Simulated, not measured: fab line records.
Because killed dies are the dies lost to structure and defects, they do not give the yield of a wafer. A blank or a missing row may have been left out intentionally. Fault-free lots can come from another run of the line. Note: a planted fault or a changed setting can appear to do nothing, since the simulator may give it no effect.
Matching of chambers / flow gf180mcu / GF_MIM_CVD_05 on pecvd-02: 3 sister chambers
The step deposits Si3N4, target thk 42 nm, time 29.086 s. 6 wafers are shown with their chamber, then 8 later ones without.

== EACH WAFER AND ITS CHAMBER ==
wafer=L211.2; chamber=0; heater-power-w (W)=657
wafer=L210.4; chamber=1; heater-power-w (W)=759
wafer=L213.1; chamber=0; heater-power-w (W)=705
wafer=L213.3; chamber=2; heater-power-w (W)=692
wafer=L213.5; chamber=2; heater-power-w (W)=651
wafer=L218.1; chamber=1; heater-power-w (W)=713

== WAFERS WITHOUT THEIR CHAMBER ==
wafer=L218.2; heater-power-w (W)=663
wafer=L218.5; heater-power-w (W)=664
wafer=L219.1; heater-power-w (W)=714
wafer=L219.2; heater-power-w (W)=694
wafer=L219.3; heater-power-w (W)=731
wafer=L228.2; heater-power-w (W)=667
wafer=L228.3; heater-power-w (W)=721
wafer=L228.5; heater-power-w (W)=712

== EACH ONE'S CHAMBER ==
wafer=L218.2; from the rows above=can't be placed: 2 or 0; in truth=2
wafer=L218.5; from the rows above=can't be placed: 2 or 0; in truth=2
wafer=L219.1; from the rows above=can't be placed: 1 or 0 or 2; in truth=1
wafer=L219.2; from the rows above=can't be placed: 0 or 2 or 1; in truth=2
wafer=L219.3; from the rows above=can't be placed: 1 or 0 or 2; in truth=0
wafer=L228.2; from the rows above=can't be placed: 2 or 0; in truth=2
wafer=L228.3; from the rows above=can't be placed: 1 or 0 or 2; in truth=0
wafer=L228.5; from the rows above=can't be placed: 1 or 0 or 2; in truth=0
0 of 8 placed correctly. Can't be placed from these rows: 8 (the true chamber is among the candidates in 8). Placed wrongly: 0.
How it was worked out, from the rows above alone: a wafer's distance from a chamber is the root of the sum, over the readings, of the square of ((its reading less the chamber's mean) divided by the reading's scatter). If the next closest chamber is less than 2 further off than the closest, the wafer can't be placed; otherwise it belongs to the closest. Each chamber's mean is taken over the wafers shown for it. The scatter: take each reading less its chamber's mean, square it, sum over the shown wafers, divide by the number of wafers less the number of chambers, and take the root.
